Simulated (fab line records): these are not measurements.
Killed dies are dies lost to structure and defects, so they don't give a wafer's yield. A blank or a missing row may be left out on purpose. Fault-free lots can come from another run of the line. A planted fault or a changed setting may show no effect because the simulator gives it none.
Comparing a struck lot with a sound one + flow sky130 + 19 out of 708 route steps
Sound: wafers L174.3, L174.4, L174.5. The struck wafers were L171.1, L171.2, L171.6. The cause comes at the end.
Order at every step that has rows: each side's tool, ch and its chambers, its first start. Under that, the readings that differ: sound wafers + struck wafers + difference of the means + sigmas: that difference in standard deviations of wafers without a fault.
alike: words and numbers the same on both sides, and readings whose means are apart by under 2 such deviations; not compared: readings that were withheld, readings missing a value for some wafer, numbers with overlapping values and no deviation given by the record, and bounds like >300 which may hide the same value.
A row with sigmas, a row that says differs or no value, or rows on one side alone: a step with any of these is where the two part. Numbers that have no deviation but don't overlap get no sigmas and don't part them. Lack of a reading on every wafer of one side parts them only where that side has two or more wafers.

first, 6 steps without rows for these wafers: SKY_LDD_HVN_HMDS_01 (prime time 60 s); SKY_LDD_HVN_COAT_02 (resist thk 300 nm); SKY_LDD_HVN_SOFTBAKE_03 (time 60 s); SKY_LDD_HVN_EXPOSE_04 (exposes mask HVNTM, target cd 700 nm); SKY_LDD_HVN_PEB_05; SKY_LDD_HVN_DEVELOP_06 (develop time 60 s).
SKY_LDD_HVN_OVL_MEAS_07:
  sound on overlay-01, day 25 19:38; struck on overlay-01, day 24 23:58
  alike: LDD_HVN_OVL
following that, these wafers have no rows for 1 step: SKY_LDD_HVN_IMPLANT_08.
SKY_LDD_HVN_STRIP_09: strips in O2/N2.
  sound on plasmaAsher-03 ch 0,1, day 25 19:51; struck on plasmaAsher-01 ch 0,1, day 25 00:09
  alike: drypumpMotorCurrentA, n2FlowSccm, oesProductAu, stripTimeToEndpointS
  not compared: rfHoursCounterH
SKY_LDD_HVN_TW_MEAS_10:
  sound on filmMetro-03, day 25 19:56; struck on filmMetro-03, day 25 00:15
  alike: LDD_HVN_TW
then, 2 steps without rows for these wafers: SKY_LDD_HVP_DEHYDRATE_00 (time 60 s); SKY_LDD_HVP_HMDS_01 (prime time 60 s).
SKY_LDD_HVP_COAT_02: resist thk 300 nm.
  sound on lithoTrack-04 ch 0, day 26 09:14; struck on lithoTrack-03 ch 0, day 25 15:01
| reading                                     | sound                | struck               | difference | sigmas |
|---------------------------------------------|----------------------|----------------------|------------|--------|
| spinSpeedRpm (rpm)                          | 2997.3 3000.0 2993.4 | 2947.9 2948.5 2950.1 | -48.1      | -21    |
| model.NOVOLAK_of_LDD_HVP_COAT_02.thkNm (nm) | 299.9 300.3 299.5    | 302.6 303.9 304      | +3.6       |        |
  alike: dispensePressureKPa
then, 3 steps without rows for these wafers: SKY_LDD_HVP_SOFTBAKE_03 (time 60 s); SKY_LDD_HVP_EXPOSE_04 (exposes mask HVPTM, target cd 700 nm); SKY_LDD_HVP_PEB_05.
SKY_LDD_HVP_DEVELOP_06: develop time 57.81 s.
  sound on lithoTrack-01 ch 0, day 26 23:48; struck on lithoTrack-01 ch 0, day 26 05:12
| reading                                     | sound             | struck            | difference | sigmas |
|---------------------------------------------|-------------------|-------------------|------------|--------|
| model.NOVOLAK_of_LDD_HVP_COAT_02.thkNm (nm) | 299.5 299.9 299.1 | 302.2 303.5 303.6 | +3.6       |        |
SKY_LDD_HVP_OVL_MEAS_07:
  sound on overlay-01, day 26 23:55; struck on overlay-01, day 26 05:21
  alike: LDD_HVP_OVL
-- a jump in the record: the struck wafers' starts before and after are 23 days apart (it breaks off in module LDD_HVP and resumes in module PAD_OPEN, where the first step shown is number 708 of the route) --
SKY_PAD_OPEN_PROBE_99:
  sound on prober-01, day 49 07:31; struck on prober-01, day 48 20:34
  alike: killed_at_M0_to_M3, killed_at_M4_up, killedAtContacts, killedAtFrontEnd, killedAtOther, killedDies, killedOpen, killedShort

== WHERE THEY PART ==
SKY_LDD_HVP_COAT_02 only, going by this record. Later steps at which nothing parts them and some readings are alike: SKY_LDD_HVP_OVL_MEAS_07, SKY_PAD_OPEN_PROBE_99.

WHY: what the simulator had put in
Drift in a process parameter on lithoTrack-03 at SKY_LDD_HVP_COAT_02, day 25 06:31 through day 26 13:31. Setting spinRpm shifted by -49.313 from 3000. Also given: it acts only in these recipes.
